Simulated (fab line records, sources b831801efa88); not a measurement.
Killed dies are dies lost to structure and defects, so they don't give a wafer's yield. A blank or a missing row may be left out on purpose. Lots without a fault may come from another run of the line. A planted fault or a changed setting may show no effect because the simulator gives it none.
Which tool did it? | flow gf180mcu | 14 lots, 42 wafers sampled, at 2 steps of a route of 602

WHAT THE GAUGES READ, wafer by wafer
GF_M4_OVL_MEAS_15. Usual: M4_OVL 0 nm, standard deviation 4.4.
lot  | measured     | on         | M4_OVL (nm) | flag
L309 | day 23 17:29 | overlay-02 | -4 5 3      |
L310 | day 24 15:27 | overlay-02 | -5 3 -1     |
L311 | day 25 10:05 | overlay-01 | 1 3 4       |
L313 | day 25 14:49 | overlay-01 | 2 4 -3      |
L314 | day 25 20:07 | overlay-02 | 11 3 -5     |
L319 | day 27 09:26 | overlay-01 | -5 -6 -1    |
L322 | day 28 08:47 | overlay-01 | 5 -2 -4     |
L323 | day 28 14:11 | overlay-02 | 8 2 6       |
L324 | day 28 22:19 | overlay-01 | 1 4 3       |
L325 | day 29 08:29 | overlay-01 | 5 2 1       |
L327 | day 30 01:11 | overlay-02 | -2 0 2      |
L330 | day 30 15:29 | overlay-01 | 4 -1 -2     |
L331 | day 30 21:44 | overlay-01 | -6 -5 -6    |
L332 | day 31 02:29 | overlay-01 | -1 3 3      |

WHICH TOOL RAN EACH LOT (tool, then ch and the chambers of the sampled wafers, then the start)
lot  | GF_M4_SPUTTER_03
L309 | pvd_sputter-03, day 22 18:32
L310 | pvd_sputter-03, day 23 16:56
L311 | pvd_sputter-04, day 24 11:50
L313 | pvd_sputter-02, day 24 17:11
L314 | pvd_sputter-03, day 24 21:37
L319 | pvd_sputter-03, day 26 11:58
L322 | pvd_sputter-03, day 27 12:01
L323 | pvd_sputter-02, day 27 17:38
L324 | pvd_sputter-02, day 28 02:11
L325 | pvd_sputter-02, day 28 12:28
L327 | pvd_sputter-03, day 29 06:17
L330 | pvd_sputter-03, day 29 20:59
L331 | pvd_sputter-04, day 30 03:04
L332 | pvd_sputter-04, day 30 07:40
- GF_M4_SPUTTER_03: material Ti, target thk 10 nm, time 6.7 s.

WHAT THE TOOLS THEMSELVES READ (means of the sampled wafers that have a number; where no wafer has one, the mark that the record gives instead)
GF_M4_SPUTTER_03. Usual: throttle_valve_pct 30.5 %, standard deviation 1.3.
lot  | tool           | throttle_valve_pct (%) | flag
L309 | pvd_sputter-03 | 29.8                   |
L310 | pvd_sputter-03 | 30.7                   |
L311 | pvd_sputter-04 | 30.1                   |
L313 | pvd_sputter-02 | 30.6                   |
L314 | pvd_sputter-03 | 31.3                   |
L319 | pvd_sputter-03 | 29.3                   |
L322 | pvd_sputter-03 | 30.9                   |
L323 | pvd_sputter-02 | 30.3                   |
L324 | pvd_sputter-02 | 30.5                   |
L325 | pvd_sputter-02 | 30.1                   |
L327 | pvd_sputter-03 | 31.4                   |
L330 | pvd_sputter-03 | 32.0                   |
L331 | pvd_sputter-04 | 29.8                   |
L332 | pvd_sputter-04 | 29.2                   |

THE ANSWER, worked out from the rows above alone
Rule: a lot is off if the mean of its wafers that have a number lies more than 3 standard deviations from the usual mean. A lot without any number at a reading at which 4 lots or more have one is off too. The other lots that the step has rows for count as sound. The gauges are gone through in route order, then the tools' own readings, and for those a lot's mean is taken as printed above. The first step at which some lot is off is used, and at that step the reading that is off furthest; a lot without a number counts as furthest.
No lot is off at any reading shown: from this, nothing can be told.

WHAT THE SIMULATOR HAD PUT IN
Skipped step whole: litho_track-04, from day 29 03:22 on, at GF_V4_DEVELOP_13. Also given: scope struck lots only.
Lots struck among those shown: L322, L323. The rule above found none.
